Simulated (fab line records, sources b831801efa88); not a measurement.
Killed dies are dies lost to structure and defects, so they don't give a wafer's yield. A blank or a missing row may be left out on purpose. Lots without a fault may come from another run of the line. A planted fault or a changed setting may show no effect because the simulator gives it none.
fab line records | flow sky130
record lots=24 wafers=72 last_day=50
route steps=708 shown VIA2@519 METAL3@564 VIA3@589
lots that met no fault: from a run of the same line without faults
start_h: hours from the record's first day to the start of the lot's first wafer shown | wait_h: hours since the lot's step before | " the same as in the row above | L1.1+2: a row that stands for several wafers | - no value, or no start given | * or withheld: withheld | < > ~ a bound
route shown NAME@n: a module of which the file shows steps, and the number in the route of the first | usual: mean/standard deviation of fault-free wafers | same: alike in all rows | chamber/n: place in a boat | sites: the reading at each site | _std_site: their standard deviation | _edge_site: outer sites' mean less inner sites' | radius_mm: how far each site lies from the wafer's centre | mask NAME#n: copy n | behind: the tool/chamber that last shaped the wafer | hold: why the lot was held/for how many hours/how that ended | device: the transistor (n, p or np) that didn't switch | end of line: the same wafers' tests at the end of the route | a step without rows: its recipe alone | killed: dies lost to structure and defects at the first sort, not the wafer's yield | map: a wafer's dies, x killed, . not, _ none there
set.NAME: the setting as run; set.NAME@STEP: as run at that earlier step | model.NAME: the simulator's own value behind a step, which no gauge read
steps of the route over a sample of lots; a table a step, a row a wafer
services: from which hour (start_h, from the record's first day; less than 0 if before it) a tool's chamber was out of use, for how many hours, and why
## steps
# step SKY_VIA2_CD_MEAS_12
# recipe target_cd_nm=200
# usual cd_nm=200.4/1.4
# columns lot.wafer tool chamber start_h wait_h cd_nm
L074.3 cd_sem-01 - 837.76 - 201.6
L074.5 " - " " 200.5
L074.6 " - " " 201.2
L075.1 cd_sem-02 - 848.14 - 200.6
L075.4 " - " " 199.6
L075.6 " - " " 200.1
L078.1 cd_sem-02 - 890.55 - 201.5
L078.3 " - " " 201.8
L078.6 " - " " 200.0
L076.1 cd_sem-01 - 891.25 - 199.3
L076.2 " - " " 198.8
L076.6 " - " " 200.7
L077.1 cd_sem-02 - 892.15 - 199.1
L077.4 " - " " 200.6
L077.5 " - " " 199.5
L080.2 cd_sem-02 - 899.79 - 198.8
L080.5 " - " " 199.1
L080.6 " - " " 200.1
L079.3 cd_sem-01 - 901.44 - 203.1
L079.4 " - " " 202.6
L079.5 " - " " 201.8
L082.2 cd_sem-01 - 907.67 - 199.7
L082.5 " - " " 200.5
L082.6 " - " " 198.8
L081.3 cd_sem-02 - 910.69 - 199.9
L081.5 " - " " 199.3
L081.6 " - " " 198.4
L084.1 cd_sem-01 - 916.07 - 201.5
L084.5 " - " " 202.2
L084.6 " - " " 202.4
L083.1 cd_sem-02 - 920.45 - 202.1
L083.2 " - " " 199.9
L083.4 " - " " 200.7
L085.3 cd_sem-01 - 925.24 - 198.8
L085.5 " - " " 200.1
L085.6 " - " " 198.8
L086.1 cd_sem-01 - 927.72 - 199.5
L086.2 " - " " 199.7
L086.4 " - " " 200.0
L087.2 cd_sem-01 - 939.74 - 202.2
L087.3 " - " " 201.3
L087.5 " - " " 202.3
L088.1 cd_sem-02 - 939.95 - 200.7
L088.2 " - " " 200.5
L088.4 " - " " 201.8
L089.2 cd_sem-02 - 950.22 - 199.6
L089.5 " - " " 200.0
L089.6 " - " " 199.5
L090.2 cd_sem-01 - 959.77 - 201.4
L090.4 " - " " 200.2
L090.5 " - " " 199.4
L091.3 cd_sem-01 - 963.91 - 199.0
L091.4 " - " " 199.3
L091.5 " - " " 198.1
L092.2 cd_sem-01 - 975.62 - 199.9
L092.4 " - " " 200.4
L092.6 " - " " 200.2
L093.1 cd_sem-01 - 983.00 - 198.7
L093.2 " - " " 198.6
L093.6 " - " " 199.0
L094.1 cd_sem-01 - 986.25 - 201.7
L094.3 " - " " 200.3
L094.6 " - " " 200.9
L095.1 cd_sem-02 - 990.27 - 201.7
L095.3 " - " " 201.8
L095.5 " - " " 202.2
L096.3 cd_sem-02 - 1002.69 - 199.6
L096.5 " - " " 199.7
L096.6 " - " " 199.7
L097.1 cd_sem-02 - 1004.45 - 199.4
L097.2 " - " " 196.7
L097.5 " - " " 198.5
# step SKY_VIA2_CVD_21
# recipe material=W target_thk_nm=420 time_s=126.4 temp_c=400 pressure_torr=40
# usual heater_power_w=908/62
# columns lot.wafer tool chamber start_h wait_h heater_power_w
L074.3 cvd_w-02 1 838.68 0.1 1023
L074.5 " 0 " " 842
L074.6 " 1 " " 1001
L075.1 cvd_w-01 0 849.06 0.0 928
L075.4 " 0 " " 930
L075.6 " 1 " " 876
L078.1 cvd_w-01 1 891.46 0.0 858
L078.3 " 0 " " 922
L078.6 " 0 " " 931
L076.1 cvd_w-02 0 892.16 0.0 864
L076.2 " 1 " " 989
L076.6 " 0 " " 867
L077.1 cvd_w-01 1 893.06 0.0 885
L077.4 " 0 " " 929
L077.5 " 1 " " 897
L080.2 cvd_w-01 0 900.74 0.0 920
L080.5 " 1 " " 867
L080.6 " 0 " " 931
L079.3 cvd_w-01 0 902.41 0.1 915
L079.4 " 1 " " 853
L079.5 " 0 " " 936
L082.2 cvd_w-01 1 908.56 0.0 872
L082.5 " 1 " " 873
L082.6 " 0 " " 921
L081.3 cvd_w-01 1 911.60 0.1 875
L081.5 " 1 " " 886
L081.6 " 0 " " 913
L084.1 cvd_w-01 1 916.99 0.0 871
L084.5 " 0 " " 925
L084.6 " 1 " " 880
L083.1 cvd_w-02 1 921.40 0.0 1010
L083.2 " 0 " " 817
L083.4 " 1 " " 1006
L085.3 cvd_w-01 0 926.19 0.1 931
L085.5 " 1 " " 870
L085.6 " 0 " " 935
L086.1 cvd_w-02 0 928.65 0.0 832
L086.2 " 1 " " 1008
L086.4 " 0 " " 793
L087.2 cvd_w-02 0 940.68 0.0 839
L087.3 " 1 " " 1003
L087.5 " 0 " " 819
L088.1 cvd_w-01 0 940.90 0.0 926
L088.2 " 1 " " 890
L088.4 " 1 " " 905
L089.2 cvd_w-01 0 951.55 0.0 908
L089.5 " 0 " " 917
L089.6 " 1 " " 869
L090.2 cvd_w-02 1 961.18 0.0 990
L090.4 " 0 " " 801
L090.5 " 1 " " 997
L091.3 cvd_w-02 1 964.97 0.1 966
L091.4 " 0 " " 821
L091.5 " 0 " " 811
L092.2 cvd_w-02 1 976.51 0.0 992
L092.4 " 1 " " 974
L092.6 " 1 " " 1001
L093.1 cvd_w-01 0 983.97 0.0 921
L093.2 " 1 " " 889
L093.6 " 1 " " 880
L094.1 cvd_w-01 1 987.50 0.0 865
L094.3 " 1 " " 896
L094.6 " 0 " " 917
L095.1 cvd_w-02 0 991.19 0.0 814
L095.3 " 1 " " 1007
L095.5 " 1 " " 1024
L096.3 cvd_w-02 1 1003.60 0.1 996
L096.5 " 1 " " 975
L096.6 " 0 " " 812
L097.1 cvd_w-02 1 1005.36 0.0 975
L097.2 " 0 " " 828
L097.5 " 1 " " 1003
# step SKY_VIA2_CMP_24
# recipe stop_on=SiO2 t_overpolish_s=20 down_force_psi=3.5 platen_rpm=60 target_thk_nm=0 pad_velocity_m_s=0.94248
# usual motor_current_A=10.7/1.4 overpolish_run_s=20.001/0.0092 time_to_endpoint_s=101/5.3
# columns lot.wafer tool chamber start_h wait_h motor_current_A overpolish_run_s time_to_endpoint_s
L074.3 cmp-02 3 839.10 0.2 9.4 19.988 98
L074.5 " 0 " " 9.6 19.982 98
L074.6 " 1 " " 11.9 20.003 114
L075.4 cmp-02 1 849.37 0.0 11.9 20.003 109
L075.1 " 2 " " 12.2 19.998 101
L075.6 " 1 " " 12.5 20.016 108
L078.1 cmp-01 2 891.87 0.1 12.7 19.994 107
L078.3 " 3 " " 9.9 19.999 106
L078.6 " 0 " " 9.1 19.991 99
L076.2 cmp-02 2 892.47 0.0 12.8 19.999 104
L076.1 " 1 " " 12.3 19.982 107
L076.6 " 3 " " 9.8 19.991 98
L077.4 cmp-01 1 893.47 0.1 10.2 19.996 99
L077.1 " 2 " " 12.3 20.002 106
L077.5 " 0 " " 9.0 19.999 104
L080.2 cmp-01 3 901.10 0.1 10.3 19.999 107
L080.5 " 2 " " 12.0 20.005 103
L080.6 " 3 " " 9.9 19.997 103
L079.4 cmp-01 0 902.73 0.1 8.8 20.020 101
L079.3 " 2 " " 12.5 19.997 102
L079.5 " 0 " " 9.3 20.020 98
L082.2 cmp-01 3 909.03 0.2 9.8 19.994 102
L082.6 " 0 " " 9.5 20.005 92
L082.5 " 1 " " 9.7 20.009 94
L081.3 cmp-01 0 911.87 0.0 9.3 19.996 96
L081.5 " 0 " " 9.1 19.991 95
L081.6 " 1 " " 10.2 20.002 93
L084.1 cmp-01 3 917.35 0.1 10.0 20.007 103
L084.5 " 2 " " 12.4 20.014 100
L084.6 " 3 " " 10.4 19.999 106
L083.1 cmp-02 2 921.71 0.1 13.3 20.002 103
L083.4 " 0 " " 9.0 20.007 100
L083.2 " 1 " " 12.1 20.013 109
L085.3 cmp-02 3 926.47 0.0 9.4 20.002 101
L085.6 " 3 " " 9.9 20.018 99
L085.5 " 0 " " 9.2 19.986 98
L086.1 cmp-02 0 929.01 0.1 10.0 20.003 99
L086.4 " 1 " " 12.0 19.996 111
L086.2 " 2 " " 12.5 20.007 107
L087.2 cmp-02 0 940.99 0.0 9.1 19.999 103
L087.3 " 3 " " 9.4 20.000 108
L087.5 " 1 " " 12.2 20.009 113
L088.2 cmp-01 3 941.21 0.0 9.9 19.992 108
L088.1 " 0 " " 9.2 20.009 96
L088.4 " 1 " " 10.5 20.007 93
L089.2 cmp-02 3 951.86 0.0 9.8 20.014 99
L089.5 " 3 " " 10.0 20.000 99
L089.6 " 0 " " 9.4 20.004 101
L090.2 cmp-02 2 961.49 0.0 12.6 20.002 102
L090.4 " 0 " " 9.6 20.012 94
L090.5 " 2 " " 12.9 20.003 100
L091.3 cmp-01 1 965.29 0.1 10.2 20.003 94
L091.4 " 3 " " 9.4 20.014 97
L091.5 " 1 " " 9.7 19.981 86
L092.4 cmp-01 2 976.82 0.0 13.5 20.011 105
L092.2 " 0 " " 9.6 19.987 100
L092.6 " 3 " " 9.6 19.998 107
L093.2 cmp-01 3 984.38 0.1 10.3 20.003 109
L093.1 " 0 " " 9.1 20.008 97
L093.6 " 2 " " 11.8 20.008 106
L094.1 cmp-02 2 987.81 0.1 12.5 19.994 108
L094.3 " 0 " " 9.6 20.005 101
L094.6 " 3 " " 9.3 20.004 101
L095.3 cmp-02 2 991.50 0.0 13.1 20.016 99
L095.1 " 0 " " 9.8 20.010 96
L095.5 " 2 " " 12.4 19.982 102
L096.3 cmp-02 3 1003.92 0.1 9.9 19.995 104
L096.5 " 2 " " 12.7 20.001 101
L096.6 " 3 " " 9.8 20.005 101
L097.1 cmp-02 2 1005.72 0.1 12.5 19.999 99
L097.2 " 3 " " 9.2 19.998 94
L097.5 " 1 " " 12.1 20.007 106
# step SKY_METAL3_OVL_MEAS_14
# usual METAL3_OVL=-2/5.7
# columns lot.wafer tool chamber start_h wait_h METAL3_OVL[nm]
L074.3 overlay-01 - 892.32 0.1 -3
L074.5 " - " " 8
L074.6 " - " " 5
L075.1 overlay-02 - 904.01 0.1 1
L075.4 " - " " -1
L075.6 " - " " -1
L078.1 overlay-02 - 941.82 0.1 -7
L078.3 " - " " -5
L078.6 " - " " 4
L076.1 overlay-02 - 942.76 0.1 -7
L076.2 " - " " -7
L076.6 " - " " -11
L077.1 overlay-02 - 943.57 0.1 -1
L077.4 " - " " -7
L077.5 " - " " -2
L080.2 overlay-02 - 951.35 0.1 -4
L080.5 " - " " -6
L080.6 " - " " -10
L079.3 overlay-02 - 953.22 0.1 -5
L079.4 " - " " -8
L079.5 " - " " -9
L082.2 overlay-02 - 959.02 0.1 -4
L082.5 " - " " -4
L082.6 " - " " 2
L081.3 overlay-02 - 961.75 0.1 5
L081.5 " - " " -1
L081.6 " - " " 3
L084.1 overlay-01 - 967.02 0.1 -4
L084.5 " - " " -1
L084.6 " - " " -4
L083.1 overlay-02 - 971.41 0.1 -5
L083.2 " - " " -10
L083.4 " - " " -5
L085.3 overlay-02 - 977.48 0.1 9
L085.5 " - " " 0
L085.6 " - " " 2
L086.1 overlay-01 - 979.31 0.1 -12
L086.2 " - " " -7
L086.4 " - " " -8
L087.2 overlay-01 - 990.05 0.1 -7
L087.3 " - " " -6
L087.5 " - " " -5
L088.1 overlay-02 - 991.34 0.1 -1
L088.2 " - " " 0
L088.4 " - " " -1
L089.2 overlay-01 - 1001.06 0.1 6
L089.5 " - " " 2
L089.6 " - " " 9
L090.2 overlay-02 - 1009.82 0.1 4
L090.4 " - " " 2
L090.5 " - " " 3
L091.3 overlay-02 - 1012.67 0.1 0
L091.4 " - " " 9
L091.5 " - " " -4
L092.2 overlay-02 - 1024.55 0.1 -2
L092.4 " - " " 3
L092.6 " - " " -1
L093.1 overlay-02 - 1032.36 0.1 -1
L093.2 " - " " -5
L093.6 " - " " -5
L094.1 overlay-02 - 1034.39 0.1 -19
L094.3 " - " " -11
L094.6 " - " " -15
L095.1 overlay-02 - 1037.59 0.1 -2
L095.3 " - " " -7
L095.5 " - " " -4
L096.3 overlay-02 - 1051.13 0.1 -5
L096.5 " - " " 2
L096.6 " - " " -1
L097.1 overlay-01 - 1052.92 0.1 7
L097.2 " - " " 5
L097.5 " - " " -1
# step SKY_METAL3_ETCH_16
# recipe chemistry=N2/H2 target=BARC ion_energy_ev=200 bias_w=100 pressure_mtorr=30 n2_flow_sccm=100 h2_flow_sccm=200 icp_w=500 stop_on=SiO2 time_s=88.2 target_depth_a=600
# usual drypump_motor_current_A=5.40/0.28 oes_product_au=0.625/0.0046 throttle_valve_pct=13.205/0.0095
# columns lot.wafer tool chamber start_h wait_h drypump_motor_current_A oes_product_au rf_hours_counter_h throttle_valve_pct
L074.3 rie_metal-03 1 892.41 0.0 5.34 0.617 - 13.184
L074.5 " 0 " " 5.45 0.618 - 13.203
L074.6 " 1 " " 5.36 0.626 - 13.213
L075.1 rie_metal-01 1 904.08 0.0 5.82 0.618 7 13.206
L075.4 " 0 " " 5.02 0.626 - 13.205
L075.6 " 1 " " 5.83 0.627 - 13.208
L078.1 rie_metal-01 0 941.88 0.0 5.03 0.623 10 13.199
L078.3 " 0 " " 5.03 0.624 - 13.213
L078.6 " 1 " " 5.81 0.620 - 13.192
L076.1 rie_metal-04 1 942.83 0.0 5.05 0.629 6 13.206
L076.2 " 0 " " 5.61 0.625 8 13.220
L076.6 " 1 " " 5.04 0.625 - 13.214
L077.1 rie_metal-03 1 943.63 0.0 5.36 0.629 4 13.212
L077.4 " 0 " " 5.49 0.625 - 13.215
L077.5 " 1 " " 5.36 0.622 - 13.203
L080.2 rie_metal-04 0 951.41 0.0 5.66 0.632 9 13.210
L080.5 " 0 " " 5.66 0.620 - 13.183
L080.6 " 1 " " 5.08 0.629 - 13.204
L079.3 rie_metal-04 1 953.31 0.0 5.05 0.627 - 13.204
L079.4 " 0 " " 5.61 0.622 - 13.183
L079.5 " 1 " " 5.03 0.624 - 13.198
L082.2 rie_metal-04 0 959.08 0.0 5.64 0.624 9 13.201
L082.5 " 0 " " 5.62 0.624 - 13.195
L082.6 " 1 " " 5.10 0.625 - 13.212
L081.3 rie_metal-03 1 961.84 0.0 5.37 0.622 - 13.196
L081.5 " 0 " " 5.48 0.628 - 13.205
L081.6 " 1 " " 5.38 0.625 - 13.211
L084.1 rie_metal-03 1 967.08 0.0 5.36 0.622 5 13.210
L084.5 " 0 " " 5.46 0.624 - 13.216
L084.6 " 1 " " 5.35 0.627 - 13.212
L083.1 rie_metal-01 0 971.48 0.0 5.03 0.626 12 13.198
L083.2 " 1 " " 5.83 0.628 11 13.197
L083.4 " 1 " " 5.83 0.627 - 13.188
L085.3 rie_metal-01 0 977.57 0.0 5.02 0.623 - 13.199
L085.5 " 1 " " 5.85 0.628 - 13.201
L085.6 " 0 " " 5.03 0.622 - 13.201
L086.1 rie_metal-04 0 979.38 0.0 5.66 0.636 10 13.200
L086.2 " 1 " " 5.10 0.629 7 13.200
L086.4 " 1 " " 5.07 0.629 - 13.192
L087.2 rie_metal-04 1 990.11 0.0 5.10 0.629 8 13.193
L087.3 " 1 " " 5.07 0.629 - 13.208
L087.5 " 1 " " 5.09 0.633 - 13.202
L088.1 rie_metal-03 1 991.41 0.0 5.35 0.628 6 13.209
L088.2 " 0 " " 5.48 0.628 11 13.216
L088.4 " 0 " " 5.47 0.625 - 13.196
L089.2 rie_metal-01 1 1001.13 0.0 5.82 0.620 12 13.198
L089.5 " 0 " " 5.05 0.630 - 13.190
L089.6 " 1 " " 5.83 0.627 - 13.195
L090.2 rie_metal-04 1 1009.88 0.0 5.05 0.630 9 13.191
L090.4 " 0 " " 5.64 0.630 - 13.218
L090.5 " 1 " " 5.05 0.632 - 13.205
L091.3 rie_metal-03 0 1012.76 0.0 5.48 0.630 - 13.202
L091.4 " 1 " " 5.35 0.623 - 13.204
L091.5 " 1 " " 5.35 0.616 - 13.212
L092.2 rie_metal-03 0 1024.61 0.0 5.46 0.619 13 13.191
L092.4 " 1 " " 5.35 0.621 - 13.200
L092.6 " 1 " " 5.36 0.630 - 13.189
L093.1 rie_metal-01 1 1032.43 0.0 5.81 0.621 14 13.200
L093.2 " 0 " " 5.02 0.620 16 13.208
L093.6 " 1 " " 5.81 0.627 - 13.221
L094.1 rie_metal-01 1 1034.46 0.0 5.83 0.621 15 13.200
L094.3 " 1 " " 5.84 0.621 - 13.211
L094.6 " 1 " " 5.84 0.620 - 13.215
L095.1 rie_metal-03 0 1037.66 0.0 5.47 0.629 14 13.197
L095.3 " 1 " " 5.33 0.626 - 13.190
L095.5 " 0 " " 5.47 0.624 - 13.209
L096.3 rie_metal-04 1 1051.22 0.0 5.07 0.626 - 13.215
L096.5 " 0 " " 5.67 0.624 - 13.214
L096.6 " 1 " " 5.07 0.630 - 13.211
L097.1 rie_metal-03 1 1052.98 0.0 5.35 0.618 10 13.214
L097.2 " 0 " " 5.46 0.621 15 13.210
L097.5 " 0 " " 5.43 0.629 - 13.207
# step SKY_VIA3_STRIP_16
# recipe chemistry=O2/N2 power_w=1400 pressure_mtorr=1500 platen_temp_c=withheld o2_flow_sccm=3000 n2_flow_sccm=300 overash_fraction=0.5
# usual drypump_motor_current_A=5.9/0.36 oes_product_au=0.401/0.0048 strip_time_to_endpoint_s=4.11/0.034
# columns lot.wafer tool chamber start_h wait_h drypump_motor_current_A oes_product_au rf_hours_counter_h strip_time_to_endpoint_s
L074.3 plasma_asher-01 0 919.23 0.1 5.9 0.403 - 4.10
L074.5 " 1 " " 5.2 0.397 - 4.10
L074.6 " 0 " " 5.8 0.402 - 4.12
L075.1 plasma_asher-03 0 929.95 0.0 6.5 0.394 79 4.14
L075.4 " 0 " " 6.5 0.407 - 4.11
L075.6 " 0 " " 6.5 0.415 - 4.16
L078.1 plasma_asher-01 0 968.80 0.0 5.8 0.397 116 4.10
L078.3 " 0 " " 5.8 0.405 - 4.15
L078.6 " 1 " " 5.2 0.398 - 4.10
L076.1 plasma_asher-03 0 969.45 0.0 6.5 0.400 83 4.15
L076.2 " 1 " " 5.8 0.399 83 4.09
L076.6 " 1 " " 5.9 0.406 - 4.10
L077.1 plasma_asher-03 0 970.45 0.0 6.5 0.396 83 4.11
L077.4 " 0 " " 6.4 0.401 - 4.08
L077.5 " 1 " " 5.9 0.403 - 4.07
L080.2 plasma_asher-01 0 977.90 0.0 5.8 0.400 117 4.12
L080.5 " 1 " " 5.2 0.394 - 4.07
L080.6 " 0 " " 5.8 0.402 - 4.16
L079.3 plasma_asher-01 0 979.49 0.1 5.9 0.404 - 4.13
L079.4 " 1 " " 5.2 0.399 - 4.13
L079.5 " 1 " " 5.2 0.403 - 4.16
L082.2 plasma_asher-04 1 983.95 0.0 6.0 0.398 22 4.09
L082.5 " 1 " " 6.0 0.408 - 4.14
L082.6 " 0 " " 6.0 0.409 - 4.13
L081.3 plasma_asher-01 1 988.46 0.1 5.2 0.404 - 4.10
L081.5 " 0 " " 5.8 0.399 - 4.08
L081.6 " 1 " " 5.2 0.406 - 4.05
L084.1 plasma_asher-04 0 992.73 0.0 6.0 0.389 23 4.07
L084.5 " 0 " " 6.0 0.401 - 4.07
L084.6 " 1 " " 6.0 0.402 - 4.08
L083.1 plasma_asher-01 1 996.48 0.0 5.2 0.393 119 4.06
L083.2 " 0 " " 5.8 0.399 119 4.08
L083.4 " 1 " " 5.2 0.402 - 4.06
L085.3 plasma_asher-04 0 1001.93 0.1 6.0 0.394 - 4.09
L085.5 " 0 " " 6.0 0.404 - 4.10
L085.6 " 1 " " 6.0 0.405 - 4.10
L086.1 plasma_asher-01 1 1004.35 0.0 5.2 0.402 120 4.05
L086.2 " 0 " " 5.8 0.399 120 4.06
L086.4 " 0 " " 5.8 0.402 - 4.07
L087.2 plasma_asher-04 1 1014.13 0.0 6.0 0.400 25 4.14
L087.3 " 0 " " 6.0 0.408 - 4.11
L087.5 " 1 " " 6.0 0.403 - 4.12
L088.1 plasma_asher-01 0 1015.28 0.0 5.9 0.408 121 4.16
L088.2 " 1 " " 5.2 0.409 121 4.15
L088.4 " 1 " " 5.2 0.398 - 4.14
L089.2 plasma_asher-04 1 1025.75 0.0 6.0 0.397 26 4.14
L089.5 " 1 " " 6.0 0.399 - 4.15
L089.6 " 0 " " 6.0 0.401 - 4.15
L090.2 plasma_asher-04 0 1034.88 0.0 6.0 0.408 28 4.15
L090.4 " 0 " " 6.0 0.407 - 4.15
L090.5 " 0 " " 6.0 0.400 - 4.13
L091.3 plasma_asher-03 1 1037.41 0.1 5.8 0.407 - 4.13
L091.4 " 0 " " 6.5 0.395 - 4.13
L091.5 " 1 " " 5.9 0.402 - 4.16
L092.2 plasma_asher-04 1 1049.43 0.0 6.0 0.405 29 4.17
L092.4 " 1 " " 6.0 0.414 - 4.12
L092.6 " 1 " " 6.0 0.402 - 4.07
L093.1 plasma_asher-04 1 1056.53 0.0 6.0 0.393 30 4.12
L093.2 " 0 " " 5.9 0.398 30 4.10
L093.6 " 0 " " 6.0 0.398 - 4.12
L094.1 plasma_asher-03 1 1058.35 0.0 5.9 0.398 92 4.12
L094.3 " 0 " " 6.5 0.406 - 4.12
L094.6 " 1 " " 5.8 0.398 - 4.12
L095.1 plasma_asher-04 1 1062.20 0.0 6.0 0.397 31 4.14
L095.3 " 1 " " 6.0 0.403 - 4.13
L095.5 " 1 " " 6.0 0.399 - 4.12
L096.3 plasma_asher-04 0 1074.53 0.1 5.9 0.407 - 4.21
L096.5 " 1 " " 6.1 0.406 - 4.12
L096.6 " 0 " " 5.9 0.400 - 4.15
L097.1 plasma_asher-03 1 1075.93 0.0 5.8 0.403 94 4.13
L097.2 " 0 " " 6.5 0.408 94 4.12
L097.5 " 1 " " 5.9 0.395 - 4.11
## services
# columns tool chamber start_h hours kind
rie_metal-03 1 816.89 4.6 repair
cvd_w-01 - 828.75 6.9 pm
plasma_asher-04 - 839.51 3.7 repair
cmp-01 - 866.36 1.7 repair
cmp-01 - 897.54 3.4 pm
cvd_w-02 - 904.00 14.0 pm
cmp-01 - 912.53 4.0 pm
cvd_w-02 1 922.34 3.2 repair
cmp-01 - 924.53 1.1 repair
cmp-02 - 933.82 3.4 repair
cmp-02 - 944.53 0.9 repair
plasma_asher-04 - 948.13 12.4 repair
cvd_w-02 - 948.94 2.8 pm
cvd_w-01 1 955.89 17.8 repair
cmp-01 - 965.80 1.2 repair
cmp-02 - 967.62 1.6 repair
cmp-02 - 968.76 1.0 repair
cmp-01 - 992.07 5.0 repair
cvd_w-01 0 1011.16 4.4 repair
plasma_asher-01 - 1025.69 1.5 repair
cvd_w-01 0 1029.14 3.4 repair
cmp-01 - 1051.21 6.8 repair
plasma_asher-01 - 1055.25 9.0 pm
cmp-01 - 1064.25 0.4 repair
## key
fault none
